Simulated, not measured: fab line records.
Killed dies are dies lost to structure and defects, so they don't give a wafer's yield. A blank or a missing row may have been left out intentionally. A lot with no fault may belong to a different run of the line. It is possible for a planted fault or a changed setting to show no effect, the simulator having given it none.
The tool behind it: which one? || flow sky130 || Sampling: 11 lots, 33 wafers, 5 of 708 route steps

== WHAT THE GAUGES SHOWED, per wafer ==
SKY_SD_P_CD_MEAS_07: the cd target is 380 nm. Usual: cd_nm reads 380.5 nm (standard deviation 2.4).
{"lot": "L367", "measured": "day 25 11:08", "on": "cd_sem-01", "cd_nm (nm)": "378.4 375.7 380.1", "flag": ""}
{"lot": "L369", "measured": "day 25 22:45", "on": "cd_sem-02", "cd_nm (nm)": "376.4 375.2 377.9", "flag": ""}
{"lot": "L371", "measured": "day 26 19:51", "on": "cd_sem-01", "cd_nm (nm)": "382.6 381.3 382.5", "flag": ""}
{"lot": "L372", "measured": "day 27 06:21", "on": "cd_sem-02", "cd_nm (nm)": "381.7 381.6 380.0", "flag": ""}
{"lot": "L376", "measured": "day 28 11:44", "on": "cd_sem-02", "cd_nm (nm)": "381.6 381.2 381.0", "flag": ""}
{"lot": "L377", "measured": "day 28 21:08", "on": "cd_sem-02", "cd_nm (nm)": "384.6 379.6 380.9", "flag": ""}
{"lot": "L380", "measured": "day 30 01:17", "on": "cd_sem-01", "cd_nm (nm)": "382.1 382.9 381.0", "flag": ""}
{"lot": "L382", "measured": "day 30 10:45", "on": "cd_sem-02", "cd_nm (nm)": "380.2 380.1 380.2", "flag": ""}
{"lot": "L384", "measured": "day 31 04:08", "on": "cd_sem-01", "cd_nm (nm)": "380.2 379.9 380.2", "flag": ""}
{"lot": "L387", "measured": "day 32 01:58", "on": "cd_sem-01", "cd_nm (nm)": "382.4 382.3 383.3", "flag": ""}
{"lot": "L388", "measured": "day 32 16:13", "on": "cd_sem-01", "cd_nm (nm)": "377.9 379.1 378.4", "flag": ""}

SKY_METAL5_THK_MEAS_06: measures by xrf. Usual: METAL5_ALCU_THK 1149 nm, standard deviation 19.
{"lot": "L367", "measured": "day 42 21:16", "on": "film_metro-04", "METAL5_ALCU_THK (nm)": "1175 1155 1171", "flag": ""}
{"lot": "L369", "measured": "day 43 06:03", "on": "film_metro-04", "METAL5_ALCU_THK (nm)": "1160 1141 1151", "flag": ""}
{"lot": "L371", "measured": "day 43 23:28", "on": "film_metro-03", "METAL5_ALCU_THK (nm)": "1144 1150 1149", "flag": ""}
{"lot": "L372", "measured": "day 44 08:17", "on": "film_metro-02", "METAL5_ALCU_THK (nm)": "1147 1141 1162", "flag": ""}
{"lot": "L376", "measured": "day 45 05:56", "on": "film_metro-03", "METAL5_ALCU_THK (nm)": "1136 1154 1149", "flag": ""}
{"lot": "L377", "measured": "day 45 10:35", "on": "film_metro-04", "METAL5_ALCU_THK (nm)": "1160 1185 1203", "flag": ""}
{"lot": "L380", "measured": "day 46 08:01", "on": "film_metro-02", "METAL5_ALCU_THK (nm)": "1074 1172 1072", "flag": ""}
{"lot": "L382", "measured": "day 46 15:20", "on": "film_metro-03", "METAL5_ALCU_THK (nm)": "1149 1140 1143", "flag": ""}
{"lot": "L384", "measured": "day 47 04:38", "on": "film_metro-04", "METAL5_ALCU_THK (nm)": "1135 1132 1145", "flag": ""}
{"lot": "L387", "measured": "day 47 19:35", "on": "film_metro-02", "METAL5_ALCU_THK (nm)": "1135 1131 1125", "flag": ""}
{"lot": "L388", "measured": "day 48 07:29", "on": "film_metro-04", "METAL5_ALCU_THK (nm)": "1181 1174 1154", "flag": ""}

== TOOL THAT RAN EACH LOT (tool first, then ch and the chambers of the sampled wafers, then the start) ==
{"lot": "L367", "SKY_FIELD_ISO_CMP_27": "cmp-02 ch 0,3, day 2 12:54", "SKY_SONOS_ONO_STRIP_17": "plasma_asher-04 ch 0,1, day 12 19:33", "SKY_METAL5_SPUTTER_04": "pvd_sputter-01, day 42 21:04"}
{"lot": "L369", "SKY_FIELD_ISO_CMP_27": "cmp-02 ch 0,3, day 2 19:43", "SKY_SONOS_ONO_STRIP_17": "plasma_asher-03 ch 0,1, day 13 04:01", "SKY_METAL5_SPUTTER_04": "pvd_sputter-01, day 43 05:53"}
{"lot": "L371", "SKY_FIELD_ISO_CMP_27": "cmp-01 ch 1,3, day 3 08:38", "SKY_SONOS_ONO_STRIP_17": "plasma_asher-04 ch 1, day 14 00:55", "SKY_METAL5_SPUTTER_04": "pvd_sputter-04, day 43 23:18"}
{"lot": "L372", "SKY_FIELD_ISO_CMP_27": "cmp-01 ch 0,2,3, day 3 12:28", "SKY_SONOS_ONO_STRIP_17": "plasma_asher-03 ch 0,1, day 14 07:43", "SKY_METAL5_SPUTTER_04": "pvd_sputter-03, day 44 08:07"}
{"lot": "L376", "SKY_FIELD_ISO_CMP_27": "cmp-02 ch 0,1,2, day 4 08:55", "SKY_SONOS_ONO_STRIP_17": "plasma_asher-03 ch 1, day 15 13:19", "SKY_METAL5_SPUTTER_04": "pvd_sputter-01, day 45 05:46"}
{"lot": "L377", "SKY_FIELD_ISO_CMP_27": "cmp-01 ch 0,1,2, day 4 13:30", "SKY_SONOS_ONO_STRIP_17": "plasma_asher-03 ch 0,1, day 15 19:31", "SKY_METAL5_SPUTTER_04": "pvd_sputter-04, day 45 10:24"}
{"lot": "L380", "SKY_FIELD_ISO_CMP_27": "cmp-01 ch 1,2,3, day 5 06:41", "SKY_SONOS_ONO_STRIP_17": "plasma_asher-02 ch 0,1, day 17 02:24", "SKY_METAL5_SPUTTER_04": "pvd_sputter-01, day 46 07:51"}
{"lot": "L382", "SKY_FIELD_ISO_CMP_27": "cmp-02 ch 1,2,3, day 5 16:18", "SKY_SONOS_ONO_STRIP_17": "plasma_asher-03 ch 0,1, day 17 17:25", "SKY_METAL5_SPUTTER_04": "pvd_sputter-04, day 46 15:10"}
{"lot": "L384", "SKY_FIELD_ISO_CMP_27": "cmp-02 ch 0,3, day 6 02:18", "SKY_SONOS_ONO_STRIP_17": "plasma_asher-03 ch 0,1, day 18 09:35", "SKY_METAL5_SPUTTER_04": "pvd_sputter-03, day 47 04:26"}
{"lot": "L387", "SKY_FIELD_ISO_CMP_27": "cmp-01 ch 0,1,3, day 6 16:14", "SKY_SONOS_ONO_STRIP_17": "plasma_asher-03 ch 0,1, day 19 11:00", "SKY_METAL5_SPUTTER_04": "pvd_sputter-03, day 47 19:25"}
{"lot": "L388", "SKY_FIELD_ISO_CMP_27": "cmp-01 ch 0,2,3, day 6 23:34", "SKY_SONOS_ONO_STRIP_17": "plasma_asher-04 ch 0,1, day 19 21:03", "SKY_METAL5_SPUTTER_04": "pvd_sputter-04, day 48 07:19"}
- SKY_FIELD_ISO_CMP_27: polishes, stops on Si3N4, t overpolish 16 s, target thk 457.8 nm.
- SKY_SONOS_ONO_STRIP_17: strips in O2/N2.
- SKY_METAL5_SPUTTER_04: material TiN, target thk 70 nm, time 58.3 s.

== WHAT THE TOOLS THEMSELVES READ (means of the sampled wafers that have a number; where no wafer has one, the mark that the record gives instead) ==
SKY_FIELD_ISO_CMP_27. Usual: motor_current_A 12.0 A, standard deviation 0.93; overpolish_run_s 16.001 s, standard deviation 0.0095; time_to_endpoint_s 115 s, standard deviation 4.4.
{"lot": "L367", "tool": "cmp-02", "motor_current_A (A)": 11.9, "overpolish_run_s (s)": 16.009, "time_to_endpoint_s (s)": 118, "flag": ""}
{"lot": "L369", "tool": "cmp-02", "motor_current_A (A)": 11.3, "overpolish_run_s (s)": 16.000, "time_to_endpoint_s (s)": 116, "flag": ""}
{"lot": "L371", "tool": "cmp-01", "motor_current_A (A)": 12.0, "overpolish_run_s (s)": 16.004, "time_to_endpoint_s (s)": 114, "flag": ""}
{"lot": "L372", "tool": "cmp-01", "motor_current_A (A)": 11.4, "overpolish_run_s (s)": 15.993, "time_to_endpoint_s (s)": 116, "flag": ""}
{"lot": "L376", "tool": "cmp-02", "motor_current_A (A)": 11.3, "overpolish_run_s (s)": 15.990, "time_to_endpoint_s (s)": 113, "flag": ""}
{"lot": "L377", "tool": "cmp-01", "motor_current_A (A)": 12.6, "overpolish_run_s (s)": 16.001, "time_to_endpoint_s (s)": 118, "flag": ""}
{"lot": "L380", "tool": "cmp-01", "motor_current_A (A)": 12.4, "overpolish_run_s (s)": 15.999, "time_to_endpoint_s (s)": 116, "flag": ""}
{"lot": "L382", "tool": "cmp-02", "motor_current_A (A)": 11.9, "overpolish_run_s (s)": 16.007, "time_to_endpoint_s (s)": 111, "flag": ""}
{"lot": "L384", "tool": "cmp-02", "motor_current_A (A)": 11.7, "overpolish_run_s (s)": 15.997, "time_to_endpoint_s (s)": 118, "flag": ""}
{"lot": "L387", "tool": "cmp-01", "motor_current_A (A)": 12.1, "overpolish_run_s (s)": 16.009, "time_to_endpoint_s (s)": 119, "flag": ""}
{"lot": "L388", "tool": "cmp-01", "motor_current_A (A)": 11.8, "overpolish_run_s (s)": 15.999, "time_to_endpoint_s (s)": 113, "flag": ""}

SKY_SONOS_ONO_STRIP_17. Usual: drypump_motor_current_A 5.48 A, standard deviation 0.26; oes_product_au 0.711 a.u., standard deviation 0.0046; strip_time_to_endpoint_s 14.10 s, standard deviation 0.044.
{"lot": "L367", "tool": "plasma_asher-04", "drypump_motor_current_A (A)": 5.19, "oes_product_au (a.u.)": 0.711, "strip_time_to_endpoint_s (s)": 14.13, "flag": ""}
{"lot": "L369", "tool": "plasma_asher-03", "drypump_motor_current_A (A)": 5.62, "oes_product_au (a.u.)": 0.708, "strip_time_to_endpoint_s (s)": 14.06, "flag": ""}
{"lot": "L371", "tool": "plasma_asher-04", "drypump_motor_current_A (A)": 5.11, "oes_product_au (a.u.)": 0.716, "strip_time_to_endpoint_s (s)": 14.08, "flag": ""}
{"lot": "L372", "tool": "plasma_asher-03", "drypump_motor_current_A (A)": 5.63, "oes_product_au (a.u.)": 0.712, "strip_time_to_endpoint_s (s)": 14.11, "flag": ""}
{"lot": "L376", "tool": "plasma_asher-03", "drypump_motor_current_A (A)": 5.60, "oes_product_au (a.u.)": 0.713, "strip_time_to_endpoint_s (s)": 14.09, "flag": ""}
{"lot": "L377", "tool": "plasma_asher-03", "drypump_motor_current_A (A)": 5.65, "oes_product_au (a.u.)": 0.712, "strip_time_to_endpoint_s (s)": 14.15, "flag": ""}
{"lot": "L380", "tool": "plasma_asher-02", "drypump_motor_current_A (A)": 5.49, "oes_product_au (a.u.)": 0.710, "strip_time_to_endpoint_s (s)": 14.08, "flag": ""}
{"lot": "L382", "tool": "plasma_asher-03", "drypump_motor_current_A (A)": 5.66, "oes_product_au (a.u.)": 0.716, "strip_time_to_endpoint_s (s)": 14.14, "flag": ""}
{"lot": "L384", "tool": "plasma_asher-03", "drypump_motor_current_A (A)": 5.62, "oes_product_au (a.u.)": 0.709, "strip_time_to_endpoint_s (s)": 14.08, "flag": ""}
{"lot": "L387", "tool": "plasma_asher-03", "drypump_motor_current_A (A)": 5.65, "oes_product_au (a.u.)": 0.714, "strip_time_to_endpoint_s (s)": 14.07, "flag": ""}
{"lot": "L388", "tool": "plasma_asher-04", "drypump_motor_current_A (A)": 5.18, "oes_product_au (a.u.)": 0.712, "strip_time_to_endpoint_s (s)": 14.02, "flag": ""}

SKY_METAL5_SPUTTER_04. Usual: chamber_pressure_pa 0.4001 Pa, standard deviation 0.00084; throttle_valve_pct 30.5 %, standard deviation 0.84.
{"lot": "L367", "tool": "pvd_sputter-01", "chamber_pressure_pa (Pa)": 0.4009, "throttle_valve_pct (%)": 31.1, "flag": ""}
{"lot": "L369", "tool": "pvd_sputter-01", "chamber_pressure_pa (Pa)": 0.3996, "throttle_valve_pct (%)": 31.0, "flag": ""}
{"lot": "L371", "tool": "pvd_sputter-04", "chamber_pressure_pa (Pa)": 0.3999, "throttle_valve_pct (%)": 29.3, "flag": ""}
{"lot": "L372", "tool": "pvd_sputter-03", "chamber_pressure_pa (Pa)": 0.3997, "throttle_valve_pct (%)": 30.1, "flag": ""}
{"lot": "L376", "tool": "pvd_sputter-01", "chamber_pressure_pa (Pa)": 0.4001, "throttle_valve_pct (%)": 30.5, "flag": ""}
{"lot": "L377", "tool": "pvd_sputter-04", "chamber_pressure_pa (Pa)": 0.3998, "throttle_valve_pct (%)": 29.9, "flag": ""}
{"lot": "L380", "tool": "pvd_sputter-01", "chamber_pressure_pa (Pa)": 0.3994, "throttle_valve_pct (%)": 31.5, "flag": ""}
{"lot": "L382", "tool": "pvd_sputter-04", "chamber_pressure_pa (Pa)": 0.4006, "throttle_valve_pct (%)": 30.6, "flag": ""}
{"lot": "L384", "tool": "pvd_sputter-03", "chamber_pressure_pa (Pa)": 0.3998, "throttle_valve_pct (%)": 30.0, "flag": ""}
{"lot": "L387", "tool": "pvd_sputter-03", "chamber_pressure_pa (Pa)": 0.3997, "throttle_valve_pct (%)": 30.4, "flag": ""}
{"lot": "L388", "tool": "pvd_sputter-04", "chamber_pressure_pa (Pa)": 0.3999, "throttle_valve_pct (%)": 30.3, "flag": ""}

== THE ANSWER, worked out from the rows above alone ==
Rule: lot off if the mean of its wafers having a number is beyond 3 standard deviations from the usual mean. Also off: a lot with no number at a reading for which 4 or more lots have one. Any other lot the step has rows for is counted as sound. Order of review: gauges by route order, followed by the tools' own readings, for which a lot's mean as printed above is used. At the first step where some lot is off, the reading lying furthest off is the one used; lots without a number count as furthest.
None of the lots is off at any reading shown; this tells nothing.

== WHAT THE SIMULATOR PUT IN ==
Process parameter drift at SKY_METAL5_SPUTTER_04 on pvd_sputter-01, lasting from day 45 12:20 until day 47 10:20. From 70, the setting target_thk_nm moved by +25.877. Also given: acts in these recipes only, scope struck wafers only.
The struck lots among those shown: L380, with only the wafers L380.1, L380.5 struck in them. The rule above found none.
